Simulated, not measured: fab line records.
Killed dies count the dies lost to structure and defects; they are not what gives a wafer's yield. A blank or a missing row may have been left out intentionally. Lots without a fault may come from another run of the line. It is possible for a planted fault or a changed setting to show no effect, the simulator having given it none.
fab line records	flow sky130
record lots=24	wafers=72	last_day=50
route steps=708 shown NWELL@63 VT_ADJUST_PCH@153 POLY_GATE@230 LDD_N@244 LDD_P@266 LI_CONTACT@381
lots untouched by any fault: they come from a run of this same line in which no faults occurred
start_h: hours from the record's first day to the start of the lot's first wafer shown	wait_h: hours from the lot's prior step to this one	" identical to the entry in the row above	L1.1+2: several wafers, shown together as one row	- either no value or no given start	* or withheld: withheld	< > ~ a bound
route shown NAME@n: NAME is a module with steps in the file, n the number in the route of the first one	usual: mean and standard deviation over wafers with no fault	same: alike in all rows	chamber/n: place in a boat	sites: per-site readings	_std_site: the values' standard deviation	_edge_site: the outer-site mean with the inner-site mean subtracted	radius_mm: how far each site lies from the wafer's centre	mask NAME#n: copy n	behind: tool/chamber where the wafer was last shaped	hold: cause of the lot's hold/its duration in hours/its outcome	device: the transistor (n, p or np) that didn't switch	end of line: tests of these same wafers at the route's end	step lacking rows: just its recipe	killed: dies that structure and defects cost at the first sort, which is not the same as the wafer's yield	map: a wafer's dies, marking killed ones x, the rest . and places with no die _
set.NAME: the setting the step ran with; set.NAME@STEP: the setting that earlier step ran with	model.NAME: the simulator's own value behind a step, which no gauge read
a sample of lots followed through the steps of the route, with each step as a table and each wafer as a row
services: from which hour (start_h, from the record's first day; less than 0 if before it) a tool's chamber was out of use, for how many hours, and why
## steps
# step SKY_NWELL_OVL_MEAS_10
# usual NWELL_00_OVL=0.9/1.3
lot.wafer	tool	chamber	start_h	wait_h	NWELL_00_OVL[nm]
L074.2	overlay-01	-	84.68	-	1.6
L074.3	"	-	"	"	2.3
L074.4	"	-	"	"	1.4
L075.1	overlay-01	-	90.18	-	-0.5
L075.4	"	-	"	"	-0.4
L075.5	"	-	"	"	0.6
L076.2	overlay-02	-	96.94	-	2.8
L076.3	"	-	"	"	1.5
L076.6	"	-	"	"	3.7
L077.1	overlay-02	-	103.33	-	4.2
L077.4	"	-	"	"	4.1
L077.5	"	-	"	"	3.4
L078.1	overlay-01	-	107.68	-	2.8
L078.4	"	-	"	"	1.7
L078.6	"	-	"	"	1.5
L079.2	overlay-01	-	113.09	-	1.3
L079.4	"	-	"	"	0.4
L079.6	"	-	"	"	-0.3
L080.3	overlay-02	-	118.28	-	2.5
L080.5	"	-	"	"	1.4
L080.6	"	-	"	"	1.9
L081.1	overlay-02	-	125.51	-	1.3
L081.3	"	-	"	"	2.2
L081.5	"	-	"	"	-0.2
L082.1	overlay-01	-	131.53	-	-0.6
L082.3	"	-	"	"	-1.9
L082.6	"	-	"	"	-0.8
L083.1	overlay-02	-	136.31	-	0.7
L083.2	"	-	"	"	-0.5
L083.6	"	-	"	"	1.7
L084.1	overlay-01	-	143.41	-	0.4
L084.3	"	-	"	"	-1.3
L084.6	"	-	"	"	-1.8
L085.1	overlay-02	-	148.91	-	2.3
L085.4	"	-	"	"	3.0
L085.6	"	-	"	"	2.3
L086.1	overlay-01	-	153.13	-	1.4
L086.3	"	-	"	"	0.8
L086.6	"	-	"	"	0.4
L087.1	overlay-01	-	160.26	-	0.9
L087.2	"	-	"	"	1.1
L087.5	"	-	"	"	1.3
L088.2	overlay-02	-	169.52	-	0.0
L088.5	"	-	"	"	-0.1
L088.6	"	-	"	"	1.7
L089.2	overlay-01	-	175.07	-	1.3
L089.4	"	-	"	"	-0.7
L089.6	"	-	"	"	2.2
L090.1	overlay-01	-	178.37	-	0.3
L090.2	"	-	"	"	-0.7
L090.5	"	-	"	"	0.9
L091.1	overlay-01	-	184.02	-	1.0
L091.2	"	-	"	"	2.5
L091.5	"	-	"	"	2.2
L092.1	overlay-02	-	188.21	-	0.2
L092.3	"	-	"	"	1.2
L092.6	"	-	"	"	0.2
L093.1	overlay-02	-	196.88	-	0.5
L093.3	"	-	"	"	1.9
L093.4	"	-	"	"	0.4
L094.3	overlay-01	-	200.93	-	0.2
L094.4	"	-	"	"	1.4
L094.6	"	-	"	"	-0.3
L095.4	overlay-02	-	206.10	-	0.1
L095.5	"	-	"	"	0.9
L095.6	"	-	"	"	0.5
L096.1	overlay-01	-	213.81	-	0.5
L096.2	"	-	"	"	-0.1
L096.3	"	-	"	"	-0.4
L097.3	overlay-02	-	220.34	-	0.2
L097.5	"	-	"	"	0.6
L097.6	"	-	"	"	0.1
# step SKY_VT_ADJUST_PCH_TW_MEAS_10
# usual VT_ADJUST_PCH_TW=141.9/1
lot.wafer	tool	chamber	start_h	wait_h	VT_ADJUST_PCH_TW
L074.2	film_metro-02	-	221.88	0.1	142.6
L074.3	"	-	"	"	143.0
L074.4	"	-	"	"	142.4
L075.1	film_metro-03	-	238.55	0.1	142.2
L075.4	"	-	"	"	142.6
L075.5	"	-	"	"	141.6
L076.2	film_metro-03	-	238.73	0.1	141.6
L076.3	"	-	"	"	142.2
L076.6	"	-	"	"	142.7
L077.1	film_metro-02	-	248.07	0.1	141.7
L077.4	"	-	"	"	141.9
L077.5	"	-	"	"	141.7
L078.1	film_metro-01	-	254.00	0.1	140.6
L078.4	"	-	"	"	140.0
L078.6	"	-	"	"	140.4
L079.2	film_metro-03	-	260.11	0.1	143.0
L079.4	"	-	"	"	142.6
L079.6	"	-	"	"	142.5
L080.3	film_metro-01	-	267.52	0.1	140.6
L080.5	"	-	"	"	139.5
L080.6	"	-	"	"	140.5
L081.1	film_metro-02	-	277.47	0.1	141.8
L081.3	"	-	"	"	141.5
L081.5	"	-	"	"	141.7
L082.1	film_metro-01	-	283.02	0.1	140.1
L082.3	"	-	"	"	140.7
L082.6	"	-	"	"	139.9
L083.1	film_metro-02	-	291.75	0.1	141.3
L083.2	"	-	"	"	142.0
L083.6	"	-	"	"	142.0
L084.1	film_metro-01	-	300.62	0.1	140.2
L084.3	"	-	"	"	140.8
L084.6	"	-	"	"	139.7
L085.1	film_metro-03	-	306.22	0.1	142.0
L085.4	"	-	"	"	141.7
L085.6	"	-	"	"	142.0
L086.1	film_metro-02	-	311.82	0.1	142.1
L086.3	"	-	"	"	142.1
L086.6	"	-	"	"	141.9
L087.1	film_metro-03	-	323.42	0.1	144.0
L087.2	"	-	"	"	144.4
L087.5	"	-	"	"	143.7
L088.2	film_metro-02	-	333.96	0.1	142.2
L088.5	"	-	"	"	142.4
L088.6	"	-	"	"	142.2
L089.2	film_metro-03	-	343.88	0.1	141.9
L089.4	"	-	"	"	142.5
L089.6	"	-	"	"	141.7
L090.1	film_metro-01	-	345.85	0.1	140.8
L090.2	"	-	"	"	141.3
L090.5	"	-	"	"	141.7
L091.1	film_metro-02	-	350.47	0.1	142.7
L091.2	"	-	"	"	144.0
L091.5	"	-	"	"	142.5
L092.1	film_metro-03	-	358.55	0.1	142.3
L092.3	"	-	"	"	142.0
L092.6	"	-	"	"	143.4
L093.1	film_metro-03	-	370.02	0.1	142.8
L093.3	"	-	"	"	142.1
L093.4	"	-	"	"	142.0
L094.3	film_metro-03	-	373.87	0.1	142.4
L094.4	"	-	"	"	142.7
L094.6	"	-	"	"	142.8
L095.4	film_metro-03	-	382.53	0.1	142.5
L095.5	"	-	"	"	142.6
L095.6	"	-	"	"	142.1
L096.1	film_metro-02	-	389.87	0.1	142.4
L096.2	"	-	"	"	142.0
L096.3	"	-	"	"	141.9
L097.3	film_metro-01	-	401.39	0.1	140.1
L097.5	"	-	"	"	140.5
L097.6	"	-	"	"	140.0
# step SKY_POLY_GATE_ETCH_16
# recipe stop_on=poly-Si	chemistry=CH3F/O2	target=Si3N4	source_w=405.8	bias_w=80	pressure_mtorr=25	ch3f_flow_sccm=40	O2_flow_sccm=30	time_s=147.5	target_depth_a=750
# usual drypump_motor_current_A=5.5/0.56	oes_product_au=0.640/0.0054	throttle_valve_pct=10.536/0.0096
lot.wafer	tool	chamber	start_h	wait_h	drypump_motor_current_A	oes_product_au	rf_hours_counter_h	throttle_valve_pct
L074.2	rie_diel-03	1	371.31	0.0	5.5	0.642	0	10.534
L074.3	"	3	"	"	5.2	0.634	72	10.541
L074.4	"	2	"	"	5.2	0.640	61	10.525
L075.1	rie_diel-02	1	384.61	0.0	5.3	0.644	8	10.531
L075.4	"	0	"	"	4.7	0.637	2	10.540
L075.5	"	1	"	"	5.3	0.649	-	10.531
L076.2	rie_diel-04	0	384.85	0.0	5.8	0.637	95	10.544
L076.3	"	1	"	"	6.2	0.643	37	10.541
L076.6	"	1	"	"	6.2	0.640	-	10.518
L077.1	rie_diel-04	0	395.17	0.0	5.8	0.640	95	10.550
L077.4	"	2	"	"	6.1	0.641	103	10.537
L077.5	"	1	"	"	6.1	0.643	-	10.538
L078.1	rie_diel-03	2	403.20	0.0	5.2	0.641	62	10.539
L078.4	"	1	"	"	5.5	0.642	1	10.532
L078.6	"	2	"	"	5.1	0.643	-	10.549
L079.2	rie_diel-02	2	406.90	0.0	6.0	0.636	5	10.530
L079.4	"	3	"	"	4.7	0.642	5	10.522
L079.6	"	1	"	"	5.3	0.635	-	10.541
L080.3	rie_diel-04	3	415.46	0.0	6.6	0.637	12	10.529
L080.5	"	3	"	"	6.6	0.651	-	10.532
L080.6	"	2	"	"	6.1	0.649	-	10.527
L081.1	rie_diel-02	3	426.67	0.0	4.7	0.641	5	10.527
L081.3	"	0	"	"	4.7	0.640	3	10.541
L081.5	"	0	"	"	4.7	0.644	-	10.534
L082.1	rie_diel-04	0	435.22	0.0	5.8	0.641	96	10.543
L082.3	"	3	"	"	6.6	0.650	12	10.532
L082.6	"	3	"	"	6.6	0.646	-	10.539
L083.1	rie_diel-02	3	450.75	0.0	4.7	0.640	6	10.552
L083.2	"	2	"	"	5.9	0.640	6	10.539
L083.6	"	2	"	"	5.9	0.637	-	10.542
L084.1	rie_diel-04	1	462.70	0.0	6.2	0.641	39	10.516
L084.3	"	0	"	"	5.8	0.646	97	10.535
L084.6	"	3	"	"	6.6	0.642	-	10.523
L085.1	rie_diel-02	0	464.95	0.0	4.7	0.643	4	10.525
L085.4	"	2	"	"	5.9	0.642	7	10.532
L085.6	"	2	"	"	5.9	0.640	-	10.535
L086.1	rie_diel-03	2	484.67	0.0	5.2	0.636	63	10.520
L086.3	"	3	"	"	5.2	0.637	73	10.538
L086.6	"	3	"	"	5.2	0.642	-	10.527
L087.1	rie_diel-02	0	493.62	0.0	4.7	0.643	4	10.524
L087.2	"	2	"	"	5.9	0.640	7	10.527
L087.5	"	3	"	"	4.7	0.645	-	10.547
L088.2	rie_diel-03	3	497.76	0.0	5.2	0.639	73	10.534
L088.5	"	0	"	"	5.2	0.642	-	10.544
L088.6	"	3	"	"	5.1	0.646	-	10.536
L091.1	rie_diel-03	3	512.91	0.0	5.2	0.636	74	10.528
L091.2	"	2	"	"	5.2	0.637	64	10.549
L091.5	"	2	"	"	5.2	0.644	-	10.534
L090.1	rie_diel-04	3	514.21	0.0	6.6	0.644	14	10.528
L090.2	"	0	"	"	5.8	0.646	0	10.563
L090.5	"	0	"	"	5.8	0.628	-	10.549
L089.2	rie_diel-03	1	515.75	0.0	5.5	0.647	3	10.544
L089.4	"	2	"	"	5.2	0.642	64	10.541
L089.6	"	1	"	"	5.5	0.625	-	10.545
L092.1	rie_diel-03	3	550.00	0.0	5.2	0.647	75	10.558
L092.3	"	1	"	"	5.5	0.633	3	10.542
L092.6	"	1	"	"	5.5	0.644	-	10.559
L093.1	rie_diel-04	1	552.32	0.0	6.2	0.643	41	10.525
L093.3	"	3	"	"	6.6	0.630	15	10.537
L093.4	"	1	"	"	6.2	0.638	-	10.550
L094.3	rie_diel-02	1	552.61	0.0	5.3	0.639	11	10.529
L094.4	"	3	"	"	4.7	0.633	8	10.538
L094.6	"	0	"	"	4.7	0.632	-	10.548
L095.4	rie_diel-03	3	552.67	0.0	5.1	0.640	75	10.527
L095.5	"	2	"	"	5.2	0.635	-	10.534
L095.6	"	3	"	"	5.2	0.637	-	10.553
L096.1	rie_diel-03	1	559.17	0.0	5.5	0.652	4	10.526
L096.2	"	0	"	"	5.2	0.643	5	10.539
L096.3	"	3	"	"	5.1	0.646	75	10.531
L097.3	rie_diel-03	1	564.02	0.0	5.5	0.642	4	10.537
L097.5	"	3	"	"	5.2	0.641	-	10.532
L097.6	"	2	"	"	5.2	0.633	-	10.527
# step SKY_LDD_N_OVL_MEAS_07
# usual LDD_N_OVL=0.7/1.4
lot.wafer	tool	chamber	start_h	wait_h	LDD_N_OVL[nm]
L074.2	overlay-01	-	406.24	0.1	0.7
L074.3	"	-	"	"	-0.6
L074.4	"	-	"	"	1.9
L075.1	overlay-01	-	419.42	0.1	-0.6
L075.4	"	-	"	"	-0.5
L075.5	"	-	"	"	0.8
L076.2	overlay-02	-	419.99	0.1	0.0
L076.3	"	-	"	"	1.0
L076.6	"	-	"	"	0.8
L077.1	overlay-02	-	434.13	0.1	1.0
L077.4	"	-	"	"	-0.1
L077.5	"	-	"	"	0.3
L078.1	overlay-01	-	434.43	0.1	3.0
L078.4	"	-	"	"	2.6
L078.6	"	-	"	"	2.0
L079.2	overlay-02	-	443.94	0.1	1.7
L079.4	"	-	"	"	1.0
L079.6	"	-	"	"	0.8
L080.3	overlay-01	-	453.23	0.1	-0.6
L080.5	"	-	"	"	-0.3
L080.6	"	-	"	"	0.6
L081.1	overlay-02	-	461.03	0.1	-0.1
L081.3	"	-	"	"	-0.4
L081.5	"	-	"	"	-0.9
L082.1	overlay-02	-	468.03	0.1	3.3
L082.3	"	-	"	"	2.8
L082.6	"	-	"	"	3.2
L083.1	overlay-02	-	483.38	0.1	-1.0
L083.2	"	-	"	"	0.1
L083.6	"	-	"	"	1.1
L084.1	overlay-02	-	495.22	0.1	1.0
L084.3	"	-	"	"	-3.5
L084.6	"	-	"	"	-0.4
L085.1	overlay-02	-	497.82	0.1	0.4
L085.4	"	-	"	"	0.6
L085.6	"	-	"	"	1.3
L086.1	overlay-01	-	516.38	0.1	1.5
L086.3	"	-	"	"	-0.2
L086.6	"	-	"	"	1.8
L087.1	overlay-01	-	525.62	0.1	0.4
L087.2	"	-	"	"	-0.4
L087.5	"	-	"	"	2.2
L088.2	overlay-01	-	529.64	0.1	0.6
L088.5	"	-	"	"	-0.2
L088.6	"	-	"	"	-1.0
L091.1	overlay-01	-	544.97	0.1	2.6
L091.2	"	-	"	"	1.2
L091.5	"	-	"	"	0.0
L090.1	overlay-01	-	546.43	0.1	1.0
L090.2	"	-	"	"	1.9
L090.5	"	-	"	"	-0.9
L089.2	overlay-01	-	547.42	0.1	-0.9
L089.4	"	-	"	"	0.0
L089.6	"	-	"	"	0.5
L092.1	overlay-01	-	581.23	0.1	0.2
L092.3	"	-	"	"	1.7
L092.6	"	-	"	"	2.5
L093.1	overlay-02	-	583.73	0.1	0.0
L093.3	"	-	"	"	1.9
L093.4	"	-	"	"	0.8
L094.3	overlay-01	-	583.88	0.1	2.8
L094.4	"	-	"	"	2.4
L094.6	"	-	"	"	2.8
L095.4	overlay-01	-	585.50	0.1	-0.3
L095.5	"	-	"	"	0.6
L095.6	"	-	"	"	1.3
L096.1	overlay-01	-	590.88	0.1	0.0
L096.2	"	-	"	"	-0.1
L096.3	"	-	"	"	0.2
L097.3	overlay-01	-	595.14	0.1	0.4
L097.5	"	-	"	"	2.0
L097.6	"	-	"	"	2.8
# step SKY_LDD_P_TW_MEAS_11
# usual LDD_P_TW=635/3.9
lot.wafer	tool	chamber	start_h	wait_h	LDD_P_TW
L074.2	film_metro-02	-	435.98	0.1	636
L074.3	"	-	"	"	634
L074.4	"	-	"	"	637
L075.1	film_metro-03	-	450.97	0.1	641
L075.4	"	-	"	"	634
L075.5	"	-	"	"	634
L076.2	film_metro-02	-	451.70	0.1	633
L076.3	"	-	"	"	638
L076.6	"	-	"	"	631
L077.1	film_metro-02	-	466.12	0.1	629
L077.4	"	-	"	"	630
L077.5	"	-	"	"	627
L078.1	film_metro-02	-	466.42	0.1	629
L078.4	"	-	"	"	629
L078.6	"	-	"	"	628
L079.2	film_metro-03	-	475.60	0.1	632
L079.4	"	-	"	"	635
L079.6	"	-	"	"	632
L080.3	film_metro-03	-	486.04	0.1	632
L080.5	"	-	"	"	632
L080.6	"	-	"	"	636
L081.1	film_metro-04	-	493.42	0.1	640
L081.3	"	-	"	"	639
L081.5	"	-	"	"	637
L082.1	film_metro-03	-	500.12	0.1	635
L082.3	"	-	"	"	631
L082.6	"	-	"	"	636
L083.1	film_metro-02	-	515.19	0.1	632
L083.2	"	-	"	"	635
L083.6	"	-	"	"	632
L084.1	film_metro-02	-	528.02	0.1	634
L084.3	"	-	"	"	632
L084.6	"	-	"	"	631
L085.1	film_metro-03	-	530.07	0.1	629
L085.4	"	-	"	"	632
L085.6	"	-	"	"	632
L086.1	film_metro-02	-	548.12	0.1	636
L086.3	"	-	"	"	634
L086.6	"	-	"	"	631
L087.1	film_metro-02	-	557.67	0.1	631
L087.2	"	-	"	"	630
L087.5	"	-	"	"	628
L088.2	film_metro-02	-	561.60	0.1	633
L088.5	"	-	"	"	632
L088.6	"	-	"	"	633
L091.1	film_metro-04	-	577.37	0.1	638
L091.2	"	-	"	"	636
L091.5	"	-	"	"	635
L090.1	film_metro-04	-	578.14	0.1	636
L090.2	"	-	"	"	639
L090.5	"	-	"	"	636
L089.2	film_metro-04	-	579.35	0.1	636
L089.4	"	-	"	"	638
L089.6	"	-	"	"	635
L092.1	film_metro-04	-	611.64	0.1	639
L092.3	"	-	"	"	643
L092.6	"	-	"	"	638
L093.1	film_metro-04	-	614.37	0.1	633
L093.3	"	-	"	"	639
L093.4	"	-	"	"	637
L094.3	film_metro-04	-	614.66	0.1	633
L094.4	"	-	"	"	640
L094.6	"	-	"	"	642
L095.4	film_metro-04	-	615.65	0.1	636
L095.5	"	-	"	"	636
L095.6	"	-	"	"	640
L096.1	film_metro-04	-	620.97	0.1	639
L096.2	"	-	"	"	636
L096.3	"	-	"	"	638
L097.3	film_metro-04	-	624.89	0.1	640
L097.5	"	-	"	"	642
L097.6	"	-	"	"	644
# step SKY_LI_CONTACT_SPUTTER_19
# recipe material=Ti	target_thk_nm=20	chamber_pressure_pa=5	power_w=2500	substrate_temp_c=200	time_s=106.37
# usual cathode_dc_power_W=2500.0/0.43	throttle_valve_pct=29.9/1.2
lot.wafer	tool	chamber	start_h	wait_h	cathode_dc_power_W	throttle_valve_pct
L074.2	pvd_sputter-01	-	678.23	0.0	2499.6	29.5
L074.3	"	-	"	"	2500.0	31.5
L074.4	"	-	"	"	2500.4	28.0
L075.1	pvd_sputter-01	-	688.41	0.0	2500.2	29.8
L075.4	"	-	"	"	2500.0	30.6
L075.5	"	-	"	"	2500.2	30.6
L076.2	pvd_sputter-02	-	692.36	0.0	2500.1	28.5
L076.3	"	-	"	"	2500.5	29.0
L076.6	"	-	"	"	2499.6	28.5
L077.1	pvd_sputter-01	-	702.85	0.0	2499.9	28.0
L077.4	"	-	"	"	2500.6	29.8
L077.5	"	-	"	"	2500.4	29.8
L078.1	pvd_sputter-02	-	705.01	0.0	2499.9	30.7
L078.4	"	-	"	"	2499.4	28.5
L078.6	"	-	"	"	2499.6	30.8
L079.2	pvd_sputter-01	-	712.60	0.0	2500.2	31.6
L079.4	"	-	"	"	2500.5	30.4
L079.6	"	-	"	"	2500.2	28.2
L080.3	pvd_sputter-04	-	723.11	0.0	2500.4	28.8
L080.5	"	-	"	"	2499.9	29.0
L080.6	"	-	"	"	2499.8	31.2
L081.1	pvd_sputter-01	-	728.69	0.0	2499.5	29.7
L081.3	"	-	"	"	2500.2	31.5
L081.5	"	-	"	"	2500.1	30.4
L082.1	pvd_sputter-01	-	734.62	0.0	2499.9	30.4
L082.3	"	-	"	"	2499.4	28.0
L082.6	"	-	"	"	2499.5	31.5
L083.1	pvd_sputter-01	-	746.36	0.0	2500.8	30.6
L083.2	"	-	"	"	2500.0	28.4
L083.6	"	-	"	"	2500.2	29.6
L084.1	pvd_sputter-01	-	757.45	0.0	2500.7	29.6
L084.3	"	-	"	"	2500.2	28.0
L084.6	"	-	"	"	2500.1	29.7
L085.1	pvd_sputter-02	-	762.76	0.0	2499.4	28.5
L085.4	"	-	"	"	2500.2	30.9
L085.6	"	-	"	"	2499.4	30.8
L086.1	pvd_sputter-01	-	776.04	0.0	2499.6	31.6
L086.3	"	-	"	"	2500.2	29.5
L086.6	"	-	"	"	2500.2	30.4
L087.1	pvd_sputter-01	-	783.49	0.0	2500.2	30.5
L087.2	"	-	"	"	2500.9	29.8
L087.5	"	-	"	"	2499.8	29.4
L088.2	pvd_sputter-01	-	788.41	0.0	2500.3	30.4
L088.5	"	-	"	"	2500.1	29.5
L088.6	"	-	"	"	2499.5	30.3
L091.1	pvd_sputter-02	-	804.41	0.0	2500.2	30.8
L091.2	"	-	"	"	2499.5	28.5
L091.5	"	-	"	"	2499.5	28.5
L090.1	pvd_sputter-04	-	804.92	0.0	2499.8	29.1
L090.2	"	-	"	"	2499.5	31.2
L090.5	"	-	"	"	2500.0	29.2
L089.2	pvd_sputter-04	-	806.26	0.0	2499.7	30.9
L089.4	"	-	"	"	2499.6	28.8
L089.6	"	-	"	"	2499.8	31.2
L092.1	pvd_sputter-01	-	836.26	0.0	2500.0	28.1
L092.3	"	-	"	"	2499.9	31.6
L092.6	"	-	"	"	2500.2	27.7
L093.1	pvd_sputter-04	-	836.69	0.0	2500.0	29.1
L093.3	"	-	"	"	2500.7	29.3
L093.4	"	-	"	"	2499.2	31.0
L094.3	pvd_sputter-04	-	837.31	0.0	2499.7	31.1
L094.4	"	-	"	"	2500.8	29.1
L094.6	"	-	"	"	2499.6	29.2
L095.4	pvd_sputter-01	-	837.96	0.0	2500.2	31.5
L095.5	"	-	"	"	2500.1	29.5
L095.6	"	-	"	"	2499.6	30.3
L096.1	pvd_sputter-02	-	838.62	0.0	2500.1	29.2
L096.2	"	-	"	"	2499.9	30.7
L096.3	"	-	"	"	2499.8	28.4
L097.3	pvd_sputter-04	-	847.36	0.0	2500.5	29.1
L097.5	"	-	"	"	2500.0	30.9
L097.6	"	-	"	"	2499.8	31.1
## services
tool	chamber	start_h	hours	kind
rie_diel-03	3	375.41	8.8	repair
rie_diel-03	0	404.60	2.7	repair
rie_diel-03	-	411.19	0.4	repair
rie_diel-03	0	420.99	1.6	repair
rie_diel-03	-	426.16	2.8	pm
rie_diel-04	2	449.45	1.4	repair
rie_diel-03	3	491.30	4.1	repair
rie_diel-02	0	517.90	3.3	repair
rie_diel-02	1	518.78	7.3	repair
rie_diel-03	0	525.63	3.9	repair
rie_diel-03	-	530.78	0.1	repair
rie_diel-04	2	552.13	9.6	repair
rie_diel-04	2	570.32	3.7	repair
rie_diel-04	0	579.59	5.0	repair
rie_diel-04	-	598.50	28.1	pm
rie_diel-04	1	639.74	32.8	repair
pvd_sputter-01	-	651.10	1.3	repair
rie_diel-04	0	653.98	5.4	repair
pvd_sputter-01	-	656.18	1.4	repair
rie_diel-04	0	760.17	3.1	repair
rie_diel-02	3	760.71	2.2	repair
rie_diel-02	-	777.61	16.7	repair
rie_diel-03	1	785.46	9.3	repair
pvd_sputter-01	-	795.88	20.8	repair
## key
fault none
